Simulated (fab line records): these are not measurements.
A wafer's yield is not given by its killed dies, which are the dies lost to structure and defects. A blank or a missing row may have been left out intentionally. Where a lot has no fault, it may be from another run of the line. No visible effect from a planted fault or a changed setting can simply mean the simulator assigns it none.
Which of the tools did it? + flow gf180mcu + 6 lots, 18 wafers sampled, at 3 steps of a route of 602

WHAT THE GAUGES READ, wafer by wafer
GF_V5_THK_MEAS_01.
| lot  | measured     | on            | V5_CVD_00_THK (nm) |
|------|--------------|---------------|--------------------|
| L133 | day 26 21:31 | film metro-02 | 295.3 297.6 295.7  |
| L136 | day 27 20:01 | film metro-01 | 301.3 302.0 298.7  |
| L139 | day 28 21:07 | film metro-01 | 357.6 298.9 297.1  |
| L148 | day 31 06:49 | film metro-02 | 299.3 297.9 295.4  |
| L151 | day 32 01:19 | film metro-02 | 301.7 297.2 300.0  |
| L154 | day 32 18:16 | film metro-01 | 300.8 300.9 298.6  |

WHAT TOOL EACH LOT RAN ON (gives the tool, then ch and the chambers of the sampled wafers, and finally the start)
| lot  | GF_V3_SPUTTER_21             | GF_V5_CVD_00                     |
|------|------------------------------|----------------------------------|
| L133 | pvd sputter-03, day 22 17:34 | hdpcvd-01 ch 0,2, day 26 21:26   |
| L136 | pvd sputter-02, day 24 02:13 | hdpcvd-02 ch 0,1, day 27 19:57   |
| L139 | pvd sputter-03, day 25 06:10 | hdpcvd-01 ch 0,1,2, day 28 21:04 |
| L148 | pvd sputter-03, day 27 22:44 | hdpcvd-02 ch 0,1,2, day 31 06:46 |
| L151 | pvd sputter-04, day 28 19:36 | hdpcvd-02 ch 0,1,2, day 32 01:17 |
| L154 | pvd sputter-04, day 29 14:24 | hdpcvd-02 ch 0,2, day 32 18:09   |
- GF_V3_SPUTTER_21: material Ti, target thk 15 nm, time 80.02 s.
- GF_V5_CVD_00: deposits SiO2, target thk 300 nm, time 50 s.

THE ANSWER, worked out from the rows above alone
Rule: usual is defined by the lots themselves. The widest of any qualifying gaps counts: lots, ordered by their means at a reading, are off when they make up no more than a third of the lots, leave a main group of 4 or more, and stand apart from it by 3 or more times the standard deviation of that group's means. A main group is skipped when, at the precision printed for the reading in the tables above, its means are all equal. A lot without any number at a reading at which 4 lots or more have one is off too. Where the step has rows for the other lots, those lots are counted as sound.
Off: L139, seen at GF_V5_THK_MEAS_01 (V5_CVD_00_THK). For the main group the mean is 298.8 nm and the standard deviation 1.7.
A tool fits if, at a process step before that reading, it ran every lot that is off, and no sound lot after the first of them. The gauges at GF_V5_THK_MEAS_01 are tried like those tools. One fits: GF_V5_CVD_00 on hdpcvd-01. A fault onset in the window from L133 (day 26 21:26, its last sound lot) to L139 (day 28 21:04, its first lot off) fits.

WHAT THE SIMULATOR PUT IN
hdpcvd-01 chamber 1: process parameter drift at GF_V5_CVD_00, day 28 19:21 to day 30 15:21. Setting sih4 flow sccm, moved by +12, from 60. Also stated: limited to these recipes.
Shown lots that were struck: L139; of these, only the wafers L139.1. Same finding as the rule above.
